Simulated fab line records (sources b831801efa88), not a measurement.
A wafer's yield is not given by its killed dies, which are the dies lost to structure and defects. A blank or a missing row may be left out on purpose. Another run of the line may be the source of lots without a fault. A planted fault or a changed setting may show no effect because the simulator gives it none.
fab line records    flow gf180mcu    part 1 of 2: steps 1 to 33 of 42
record: lots: 5  wafers: 15  lastDay: 34
route steps=602 shown M4@465 V4@476 MIM@503
lots that met no fault: from a run of the same line without faults
startH: hours from the record's first day to the start of the lot's first wafer shown    waitH: hours from the lot's prior step to this one    " the same as in the row above    L1.1+2: a single row standing in for several wafers    - no value, or no start was given    * or withheld: withheld    < > ~ a bound
route shown NAME@n: NAME is a module with steps in the file, n the number in the route of the first one    usual: the fault-free wafers' mean and standard deviation    same: alike in all rows    chamber/n: place in a boat    sites: readings site by site    _std_site: how widely they spread, as a standard deviation    _edge_site: the outer-site mean with the inner-site mean subtracted    radiusMm: for every site, how far away it sits from the centre of the wafer    mask NAME#n: copy n    behind: the most recent tool/chamber to have shaped the wafer    hold: what put the lot on hold/how long, in hours/how the hold closed    device: transistor that didn't switch, given as n, p or np    end of line: tests run on the same wafers once the route is complete    a step with no rows: only its recipe    killed: dies lost to structure and defects at the first sort, not the wafer's yield    map: a wafer's dies, x killed, . not, _ none there
set.NAME: the setting the step ran with; set.NAME@STEP: the setting that earlier step ran with    model.NAME: the simulator's own value behind a step, which no gauge read
lots at some steps of the route; a table a step, a row a wafer
services: when a tool's chamber went out of use (startH, in hours from the record's first day, below 0 if earlier), for how many hours, and the reason
== steps ==
step: GF_M4_COAT_09
recipe: resist: KrF  spinRpm: withheld  resistThkNm: 1000
lot.wafer   tool           chamber  startH  waitH
L082.3+4+6  lithoTrack-01  0        592.50  0.1
L083.2+3+4  lithoTrack-02  0        598.62  0.1
L088.2+4+6  lithoTrack-01  0        639.67  0.1
L091.1+4+6  lithoTrack-02  0        667.84  0.1
L095.2+4+5  lithoTrack-01  0        683.47  0.1
step: GF_M4_SOFTBAKE_10
recipe: tempC: 130  timeS: 57.27  resist: KrF
same: timeS: 57.27
lot.wafer   tool           chamber  startH  waitH
L082.3+4+6  lithoTrack-01  0        592.65  0.1
L083.2+3+4  lithoTrack-02  0        598.77  0.1
L088.2+4+6  lithoTrack-01  0        639.82  0.1
L091.1+4+6  lithoTrack-02  0        667.99  0.1
L095.2+4+5  lithoTrack-01  0        683.62  0.1
step: GF_M4_EXPOSE_11
recipe: maskId: Metal4  targetCdNm: 280  na: 0.68  sourceShape: conventional  sigmaOuter: 0.6  doseMj: 28
lot.wafer   tool           chamber  startH  waitH  mask
L082.3+4+6  krfScanner-02  0        -       -      Metal4#0
L083.2+3+4  krfScanner-02  0        -       -      Metal4#0
L088.2+4+6  krfScanner-02  0        -       -      Metal4#0
L091.1+4+6  krfScanner-01  0        -       -      Metal4#0
L095.2+4+5  krfScanner-02  0        -       -      Metal4#0
step: GF_M4_PEB_12
recipe: pebTempC: 135  pebTimeS: 90  resist: KrF
lot.wafer   tool           chamber  startH  waitH
L082.3+4+6  lithoTrack-01  0        -       -
L083.2+3+4  lithoTrack-02  0        -       -
L088.2+4+6  lithoTrack-01  0        -       -
L091.1+4+6  lithoTrack-02  0        -       -
L095.2+4+5  lithoTrack-04  0        -       -
step: GF_M4_DEVELOP_13
recipe: developTimeS: 60  devTempC: 21
lot.wafer   tool           chamber  startH  waitH
L082.3+4+6  lithoTrack-01  0        603.00  0.1
L083.2+3+4  lithoTrack-02  0        608.87  0.2
L088.2+4+6  lithoTrack-01  0        649.57  0.2
L091.1+4+6  lithoTrack-02  0        677.39  0.2
L095.2+4+5  lithoTrack-04  0        693.45  0.2
step: GF_M4_CD_MEAS_14
recipe: targetCdNm: 280
usual: cdNm: 279.6/1.2
lot.wafer  tool      chamber  startH  waitH  cdNm
L082.3     cdSem-01  -        603.14  0.1    281.9
L082.4     "         -        "       "      280.2
L082.6     "         -        "       "      280.8
L083.2     cdSem-01  -        609.01  0.1    279.3
L083.3     "         -        "       "      279.1
L083.4     "         -        "       "      278.7
L088.2     cdSem-01  -        649.72  0.1    278.4
L088.4     "         -        "       "      278.0
L088.6     "         -        "       "      278.6
L091.1     cdSem-01  -        677.54  0.1    279.6
L091.4     "         -        "       "      280.2
L091.6     "         -        "       "      280.4
L095.2     cdSem-01  -        693.59  0.1    277.1
L095.4     "         -        "       "      278.4
L095.5     "         -        "       "      277.4
step: GF_M4_OVL_MEAS_15
usual: M4_OVL: -4/5
lot.wafer  tool        chamber  startH  waitH  M4_OVL[nm]
L082.3     overlay-02  -        603.23  0.1    -20
L082.4     "           -        "       "      -16
L082.6     "           -        "       "      -11
L083.2     overlay-01  -        609.12  0.1    2
L083.3     "           -        "       "      6
L083.4     "           -        "       "      -1
L088.2     overlay-02  -        649.82  0.1    -9
L088.4     "           -        "       "      -6
L088.6     "           -        "       "      -2
L091.1     overlay-02  -        677.66  0.1    -10
L091.4     "           -        "       "      -4
L091.6     "           -        "       "      -8
L095.2     overlay-02  -        693.70  0.1    -11
L095.4     "           -        "       "      -7
L095.5     "           -        "       "      -4
step: GF_M4_METAL_ETCH_16
recipe: chemistry: Cl2/BCl3  maskMaterial: KrF  targetDepthNm: 750.8  stopOn: SiO2  pressureMtorr: 8  icpW: 800  biasW: 140  Cl2_flow_sccm: 80  bcl3FlowSccm: 40  timeS: 125.1
usual: drypumpMotorCurrentA: 5.9/0.42  oesProductAu: 0.986/0.0083  throttleValvePct: 28.234/0.012
same: timeS: 125.1
lot.wafer  tool         chamber  startH  waitH  drypumpMotorCurrentA  oesProductAu  rfHoursCounterH  throttleValvePct
L082.3     rieMetal-04  0        603.30  0.1    5.4                   0.989         -                28.234
L082.4     "            1        "       "      6.5                   0.986         -                28.212
L082.6     "            1        "       "      6.5                   0.997         -                28.218
L083.2     rieMetal-02  0        609.15  0.0    6.0                   0.975         3.1              28.253
L083.3     "            1        "       "      6.3                   0.986         -                28.242
L083.4     "            0        "       "      6.0                   0.980         -                28.232
L088.2     rieMetal-04  0        649.85  0.0    5.4                   0.988         6.2              28.228
L088.4     "            1        "       "      6.5                   0.995         -                28.236
L088.6     "            0        "       "      5.5                   0.996         -                28.206
L091.1     rieMetal-02  0        677.70  0.0    6.0                   0.976         5.6              28.248
L091.4     "            0        "       "      6.0                   0.982         -                28.250
L091.6     "            0        "       "      6.0                   0.972         -                28.240
L095.2     rieMetal-04  1        693.73  0.0    6.5                   0.987         2.4              28.242
L095.4     "            1        "       "      6.5                   0.979         -                28.223
L095.5     "            0        "       "      5.4                   0.993         -                28.226
step: GF_M4_STRIP_17
recipe: chemistry: O2/N2  powerW: 1400  pressureMtorr: 1500  platenTempC: 250  o2FlowSccm: 3000  n2FlowSccm: 300  overashFraction: 0.5
usual: drypumpMotorCurrentA: 6.2/0.42  heaterPowerW: 311/28  oesProductAu: 0.540/0.0052  stripTimeToEndpointS: 7.44/0.059
lot.wafer  tool            chamber  startH  waitH  drypumpMotorCurrentA  heaterPowerW  oesProductAu  rfHoursCounterH  stripTimeToEndpointS
L082.3     plasmaAsher-01  1        603.42  0.1    6.1                   268           0.539         -                7.47
L082.4     "               0        "       "      6.1                   342           0.533         -                7.37
L082.6     "               1        "       "      6.1                   273           0.534         -                7.45
L083.2     plasmaAsher-03  0        609.28  0.1    6.4                   293           0.550         83               7.55
L083.3     "               0        "       "      6.4                   283           0.544         -                7.45
L083.4     "               1        "       "      6.6                   300           0.546         -                7.55
L088.2     plasmaAsher-02  1        649.98  0.1    5.3                   364           0.538         54               7.46
L088.4     "               0        "       "      6.1                   327           0.543         -                7.41
L088.6     "               1        "       "      5.3                   358           0.537         -                7.45
L091.1     plasmaAsher-01  1        677.96  0.2    6.1                   276           0.543         107              7.52
L091.4     "               1        "       "      6.1                   273           0.544         -                7.54
L091.6     "               1        "       "      6.1                   271           0.545         -                7.51
L095.2     plasmaAsher-03  0        693.86  0.1    6.4                   290           0.536         91               7.48
L095.4     "               1        "       "      6.7                   296           0.539         -                7.46
L095.5     "               0        "       "      6.4                   289           0.536         -                7.45
step: GF_M4_STRIP_18
recipe: chemistry: postEtchResidueRemover  timeS: 1200  tempC: 72.5
same: timeS: 1200
lot.wafer   tool         chamber  startH  waitH
L082.3+4+6  wetBench-02  1        603.48  0.0
L083.2+3+4  wetBench-04  3        609.38  0.1
L088.2+4+6  wetBench-01  0        650.08  0.1
L091.1+4+6  wetBench-01  2        678.06  0.1
L095.2+4+5  wetBench-04  3        693.96  0.1
step: GF_M4_CLEAN_19
recipe: chemistry: DIW  dry: n2Spin
lot.wafer   tool         chamber  startH  waitH
L082.3+4+6  wetBench-01  1        603.83  0.0
L083.2+3+4  wetBench-02  2        609.75  0.0
L088.2+4+6  wetBench-04  3        650.43  0.0
L091.1+4+6  wetBench-02  2        678.40  0.0
L095.2+4+5  wetBench-02  1        694.30  0.0
step: GF_V4_CVD_00
recipe: material: SiO2  targetThkNm: 600  sigmaOpenFrac: 0.3  tempC: 400  timeS: 100  sih4FlowSccm: 60  pressureMtorr: 6
same: timeS: 100
lot.wafer   tool       chamber  startH  waitH
L082.3+4+6  hdpcvd-01  0,1,2    603.92  0.0
L083.2+3+4  hdpcvd-02  1,0,2    609.84  0.0
L088.2+4+6  hdpcvd-02  1,2,0    650.52  0.0
L091.1+4+6  hdpcvd-01  0,1,2    678.50  0.0
L095.2+4+5  hdpcvd-02  1,1,0    694.39  0.0
step: GF_V4_THK_MEAS_01
recipe: reads: SiO2_of_V4_CVD_00
usual: V4_CVD_00_THK: 600/8
lot.wafer  tool          chamber  startH  waitH  V4_CVD_00_THK[nm]
L082.3     filmMetro-02  -        604.01  0.1    617
L082.4     "             -        "       "      608
L082.6     "             -        "       "      601
L083.2     filmMetro-02  -        609.93  0.0    594
L083.3     "             -        "       "      592
L083.4     "             -        "       "      589
L088.2     filmMetro-02  -        650.72  0.2    601
L088.4     "             -        "       "      595
L088.6     "             -        "       "      596
L091.1     filmMetro-01  -        678.57  0.0    611
L091.4     "             -        "       "      620
L091.6     "             -        "       "      600
L095.2     filmMetro-02  -        694.47  0.0    604
L095.4     "             -        "       "      613
L095.5     "             -        "       "      598
step: GF_V4_CVD_02
recipe: material: SiO2  targetThkNm: 850  precursor: TEOS  tempC: 400  timeS: 94.851  rfW: 600
usual: heaterPowerW: 644/120
same: timeS: 94.851
lot.wafer  tool      chamber  startH  waitH  heaterPowerW
L082.3     pecvd-03  1        604.05  0.0    524
L082.4     "         0        "       "      582
L082.6     "         1        "       "      550
L083.2     pecvd-01  1        609.98  0.0    615
L083.3     "         2        "       "      605
L083.4     "         0        "       "      966
L088.2     pecvd-03  1        650.77  0.0    515
L088.4     "         1        "       "      544
L088.6     "         0        "       "      652
L091.1     pecvd-02  2        678.63  0.1    687
L091.4     "         1        "       "      461
L091.6     "         2        "       "      728
L095.2     pecvd-03  2        694.52  0.0    621
L095.4     "         2        "       "      670
L095.5     "         0        "       "      688
step: GF_V4_THK_MEAS_03
recipe: reads: SiO2_of_V4_CVD_02
usual: V4_CVD_02_THK: 846/13
lot.wafer  tool          chamber  startH  waitH  V4_CVD_02_THK[nm]
L082.3     filmMetro-01  -        604.14  0.1    822
L082.4     "             -        "       "      863
L082.6     "             -        "       "      839
L083.2     filmMetro-01  -        610.06  0.0    824
L083.3     "             -        "       "      844
L083.4     "             -        "       "      858
L088.2     filmMetro-02  -        650.85  0.0    842
L088.4     "             -        "       "      844
L088.6     "             -        "       "      855
L091.1     filmMetro-02  -        678.70  0.0    825
L091.4     "             -        "       "      851
L091.6     "             -        "       "      833
L095.2     filmMetro-01  -        694.60  0.0    836
L095.4     "             -        "       "      842
L095.5     "             -        "       "      862
step: GF_V4_CMP_04
recipe: material: SiO2  downForcePsi: 4  platenRpm: 60  padVelocityMS: 0.94248
usual: motorCurrentA: 11.9/1.5  timeToEndpointS: 79/6.8
lot.wafer  tool    chamber  startH  waitH  motorCurrentA  timeToEndpointS
L082.4     cmp-01  0        604.23  0.1    11.3           87
L082.3     "       1        "       "      10.0           65
L082.6     "       3        "       "      11.7           75
L083.3     cmp-02  1        610.11  0.0    12.3           76
L083.2     "       2        "       "      14.1           70
L083.4     "       3        "       "      14.6           83
L088.4     cmp-02  2        650.95  0.1    13.8           81
L088.2     "       0        "       "      10.6           74
L088.6     "       1        "       "      11.5           81
L091.1     cmp-01  0        678.76  0.1    11.6           76
L091.4     "       2        "       "      11.8           85
L091.6     "       0        "       "      11.6           77
L095.2     cmp-02  1        694.75  0.1    11.8           77
L095.4     "       2        "       "      13.3           82
L095.5     "       0        "       "      11.1           88
step: GF_V4_BOW_MEAS_05
recipe: mode: bow
usual: V4_BOW: 133/8.6
lot.wafer  tool          chamber  startH  waitH  V4_BOW[um]
L082.3     filmMetro-04  -        604.52  0.2    128
L082.4     "             -        "       "      129
L082.6     "             -        "       "      128
L083.2     filmMetro-01  -        610.43  0.2    130
L083.3     "             -        "       "      124
L083.4     "             -        "       "      140
L088.2     filmMetro-02  -        651.22  0.1    130
L088.4     "             -        "       "      144
L088.6     "             -        "       "      139
L091.1     filmMetro-04  -        679.06  0.2    136
L091.4     "             -        "       "      136
L091.6     "             -        "       "      127
L095.2     filmMetro-04  -        694.97  0.2    132
L095.4     "             -        "       "      138
L095.5     "             -        "       "      137
step: GF_V4_DEHYDRATE_06
recipe: tempC: 200  timeS: 60
same: timeS: 60
lot.wafer   tool           chamber  startH  waitH
L082.3+4+6  lithoTrack-03  0        614.61  10.1
L083.2+3+4  lithoTrack-02  0        620.37  9.9
L088.2+4+6  lithoTrack-04  0        660.55  9.3
L091.1+4+6  lithoTrack-03  0        687.76  8.7
L095.2+4+5  lithoTrack-03  0        703.54  8.5
step: GF_V4_HMDS_07
recipe: primeTimeS: 60  primeTempC: 120
lot.wafer   tool           chamber  startH  waitH
L082.3+4+6  lithoTrack-03  0        614.76  0.1
L083.2+3+4  lithoTrack-02  0        620.52  0.1
L088.2+4+6  lithoTrack-04  0        660.70  0.1
L091.1+4+6  lithoTrack-03  0        687.91  0.1
L095.2+4+5  lithoTrack-03  0        703.69  0.1
step: GF_V4_COAT_08
recipe: resist: BARC  tempC: withheld  timeS: withheld  spinRpm: withheld  resistThkNm: withheld
lot.wafer   tool           chamber  startH  waitH
L082.3+4+6  lithoTrack-03  0        614.91  0.1
L083.2+3+4  lithoTrack-02  0        620.67  0.1
L088.2+4+6  lithoTrack-04  0        660.85  0.1
L091.1+4+6  lithoTrack-03  0        688.06  0.1
L095.2+4+5  lithoTrack-03  0        703.84  0.1
step: GF_V4_COAT_09
recipe: resist: KrF  spinRpm: withheld  resistThkNm: 1000
lot.wafer   tool           chamber  startH  waitH
L082.3+4+6  lithoTrack-03  0        -       -
L083.2+3+4  lithoTrack-02  0        -       -
L088.2+4+6  lithoTrack-04  0        -       -
L091.1+4+6  lithoTrack-03  0        -       -
L095.2+4+5  lithoTrack-03  0        -       -
step: GF_V4_SOFTBAKE_10
recipe: tempC: 130  timeS: 60  resist: KrF
same: timeS: 60
lot.wafer   tool           chamber  startH  waitH
L082.3+4+6  lithoTrack-03  0        -       -
L083.2+3+4  lithoTrack-02  0        -       -
L088.2+4+6  lithoTrack-04  0        -       -
L091.1+4+6  lithoTrack-03  0        -       -
L095.2+4+5  lithoTrack-03  0        -       -
step: GF_V4_EXPOSE_11
recipe: maskId: Via4  targetCdNm: 260  na: 0.68  sourceShape: conventional  sigmaOuter: 0.6  doseMj: 38
lot.wafer   tool           chamber  startH  waitH  mask
L082.3+4+6  krfScanner-02  0        -       -      Via4#0
L083.2+3+4  krfScanner-01  0        -       -      Via4#0
L088.2+4+6  krfScanner-01  0        -       -      Via4#0
L091.1+4+6  krfScanner-01  0        -       -      Via4#0
L095.2+4+5  krfScanner-02  0        -       -      Via4#0
step: GF_V4_PEB_12
recipe: pebTempC: 135  pebTimeS: 90  resist: KrF
lot.wafer   tool           chamber  startH  waitH
L082.3+4+6  lithoTrack-02  0        -       -
L083.2+3+4  lithoTrack-02  0        -       -
L088.2+4+6  lithoTrack-02  0        -       -
L091.1+4+6  lithoTrack-04  0        -       -
L095.2+4+5  lithoTrack-03  0        -       -
step: GF_V4_DEVELOP_13
recipe: developTimeS: 60  resist: KrF  devTempC: 21
lot.wafer   tool           chamber  startH  waitH
L082.3+4+6  lithoTrack-02  0        625.49  0.1
L083.2+3+4  lithoTrack-02  0        630.37  0.2
L088.2+4+6  lithoTrack-02  0        670.42  0.2
L091.1+4+6  lithoTrack-04  0        697.72  0.2
L095.2+4+5  lithoTrack-03  0        713.64  0.2
step: GF_V4_CD_MEAS_14
recipe: targetCdNm: 260
usual: cdNm: 260.0/1.3
lot.wafer  tool      chamber  startH  waitH  cdNm
L082.3     cdSem-02  -        625.63  0.1    258.5
L082.4     "         -        "       "      259.4
L082.6     "         -        "       "      259.3
L083.2     cdSem-01  -        630.51  0.1    260.8
L083.3     "         -        "       "      260.8
L083.4     "         -        "       "      261.1
L088.2     cdSem-01  -        670.56  0.1    260.2
L088.4     "         -        "       "      260.5
L088.6     "         -        "       "      259.9
L091.1     cdSem-01  -        697.87  0.1    259.0
L091.4     "         -        "       "      258.6
L091.6     "         -        "       "      259.4
L095.2     cdSem-02  -        713.78  0.1    259.4
L095.4     "         -        "       "      259.0
L095.5     "         -        "       "      259.3
step: GF_V4_OVL_MEAS_15
usual: V4_OVL: 2/5.3
lot.wafer  tool        chamber  startH  waitH  V4_OVL[nm]
L082.3     overlay-02  -        625.73  0.1    -1
L082.4     "           -        "       "      -1
L082.6     "           -        "       "      9
L083.2     overlay-02  -        630.62  0.1    4
L083.3     "           -        "       "      -3
L083.4     "           -        "       "      1
L088.2     overlay-02  -        670.67  0.1    -3
L088.4     "           -        "       "      -4
L088.6     "           -        "       "      -12
L091.1     overlay-01  -        697.99  0.1    4
L091.4     "           -        "       "      -8
L091.6     "           -        "       "      -3
L095.2     overlay-02  -        713.89  0.1    5
L095.4     "           -        "       "      5
L095.5     "           -        "       "      9
step: GF_V4_ETCH_16
recipe: chemistry: N2/H2  targetDepthA: withheld  overetchA: withheld  timeS: withheld  target: BARC  ionEnergyEv: 200  sourceW: 500  biasW: 100  pressureMtorr: 30  n2FlowSccm: 100  h2FlowSccm: 200
usual: drypumpMotorCurrentA: 5.6/0.42  oesProductAu: 0.855/0.0047  throttleValvePct: 13.225/0.0092
lot.wafer  tool        chamber  startH  waitH  drypumpMotorCurrentA  oesProductAu  throttleValvePct
L082.3     rieDiel-01  0        625.75  0.0    6.3                   0.855         13.224
L082.4     "           2        "       "      5.4                   0.857         13.226
L082.6     "           2        "       "      5.4                   0.858         13.218
L083.2     rieDiel-03  3        630.65  0.0    5.7                   0.849         13.231
L083.3     "           2        "       "      5.2                   0.857         13.223
L083.4     "           1        "       "      6.0                   0.849         13.228
L088.2     rieDiel-01  1        670.70  0.0    5.5                   0.850         13.230
L088.4     "           0        "       "      6.2                   0.855         13.205
L088.6     "           0        "       "      6.2                   0.862         13.215
L091.1     rieDiel-01  1        698.03  0.0    5.5                   0.850         13.218
L091.4     "           3        "       "      5.8                   0.851         13.227
L091.6     "           0        "       "      6.3                   0.868         13.225
L095.2     rieDiel-03  1        713.92  0.0    6.0                   0.857         13.223
L095.4     "           2        "       "      5.2                   0.860         13.227
L095.5     "           1        "       "      6.0                   0.853         13.233
step: GF_V4_ETCH_17
recipe: chemistry: C4F8/O2/Ar  maskMaterial: KrF  target: SiO2  stopOn: TiN  sourceW: 1500  biasW: 1200  pressureMtorr: 40  c4f8FlowSccm: withheld  O2_flow_sccm: 6  Ar_flow_sccm: 300  timeS: withheld  targetDepthA: 6300
usual: oesProductAu: 0.856/0.0048
lot.wafer  tool        chamber  startH  waitH  oesProductAu
L082.3     rieDiel-01  0        -       -      0.858
L082.4     "           2        "       "      0.856
L082.6     "           2        "       "      0.858
L083.2     rieDiel-03  3        -       -      0.854
L083.3     "           2        "       "      0.861
L083.4     "           1        "       "      0.860
L088.2     rieDiel-01  1        -       -      0.849
L088.4     "           0        "       "      0.856
L088.6     "           0        "       "      0.860
L091.1     rieDiel-01  1        -       -      0.857
L091.4     "           3        "       "      0.861
L091.6     "           0        "       "      0.851
L095.2     rieDiel-03  1        -       -      0.860
L095.4     "           2        "       "      0.849
L095.5     "           1        "       "      0.852
step: GF_V4_STRIP_18
recipe: chemistry: O2/N2  powerW: 1400  pressureMtorr: 1500  platenTempC: 250  o2FlowSccm: 3000  n2FlowSccm: 300  overashFraction: 0.5
usual: drypumpMotorCurrentA: 5.87/0.3  heaterPowerW: 338/50  oesProductAu: 0.594/0.005
lot.wafer  tool            chamber  startH  waitH  drypumpMotorCurrentA  heaterPowerW  oesProductAu  rfHoursCounterH
L082.3     plasmaAsher-02  1        625.91  -      5.28                  367           0.591         -
L082.4     "               0        "       "      6.10                  325           0.592         -
L082.6     "               1        "       "      5.28                  354           0.606         -
L083.2     plasmaAsher-02  1        630.78  -      5.31                  373           0.596         52
L083.3     "               0        "       "      6.08                  336           0.596         -
L083.4     "               1        "       "      5.31                  354           0.598         -
L088.2     plasmaAsher-01  0        670.83  -      6.09                  331           0.601         106
L088.4     "               0        "       "      6.12                  342           0.597         -
L088.6     "               1        "       "      6.11                  273           0.598         -
L091.1     plasmaAsher-04  0        698.16  -      5.78                  435           0.593         29
L091.4     "               0        "       "      5.78                  432           0.594         -
L091.6     "               1        "       "      5.92                  291           0.596         -
L095.2     plasmaAsher-02  0        714.05  -      6.17                  327           0.590         61
L095.4     "               1        "       "      5.30                  361           0.604         -
L095.5     "               1        "       "      5.30                  353           0.593         -
step: GF_V4_STRIP_19
recipe: chemistry: postEtchResidueRemover  timeS: 1200  tempC: 72.5
same: timeS: 1200
lot.wafer   tool         chamber  startH  waitH
L082.3+4+6  wetBench-03  0        625.98  0.0
L083.2+3+4  wetBench-01  0        630.88  0.1
L088.2+4+6  wetBench-03  1        670.93  0.1
L091.1+4+6  wetBench-02  3        698.26  0.1
L095.2+4+5  wetBench-01  0        714.15  0.1
step: GF_V4_CLEAN_20
recipe: chemistry: DIW  dry: n2Spin
lot.wafer   tool         chamber  startH  waitH
L082.3+4+6  wetBench-01  2        626.32  0.0
L083.2+3+4  wetBench-03  2        631.22  0.0
L088.2+4+6  wetBench-02  3        671.27  0.0
L091.1+4+6  wetBench-03  1        698.60  0.0
L095.2+4+5  wetBench-03  3        714.49  0.0
step: GF_V4_SPUTTER_21
recipe: material: Ti  targetThkNm: 15  chamberPressurePa: 5  powerW: 2500  substrateTempC: 200  timeS: 80.02
usual: throttleValvePct: 30.0/0.94
same: timeS: 80.02
lot.wafer  tool           chamber  startH  waitH  throttleValvePct
L082.3     pvdSputter-01  -        626.41  0.0    30.6
L082.4     "              -        "       "      30.1
L082.6     "              -        "       "      30.2
L083.2     pvdSputter-02  -        631.31  0.0    29.8
L083.3     "              -        "       "      29.0
L083.4     "              -        "       "      30.0
L088.2     pvdSputter-02  -        671.37  0.0    32.4
L088.4     "              -        "       "      30.0
L088.6     "              -        "       "      30.0
L091.1     pvdSputter-02  -        698.69  0.0    28.8
L091.4     "              -        "       "      30.0
L091.6     "              -        "       "      28.8
L095.2     pvdSputter-01  -        714.58  0.0    29.5
L095.4     "              -        "       "      30.2
L095.5     "              -        "       "      30.1
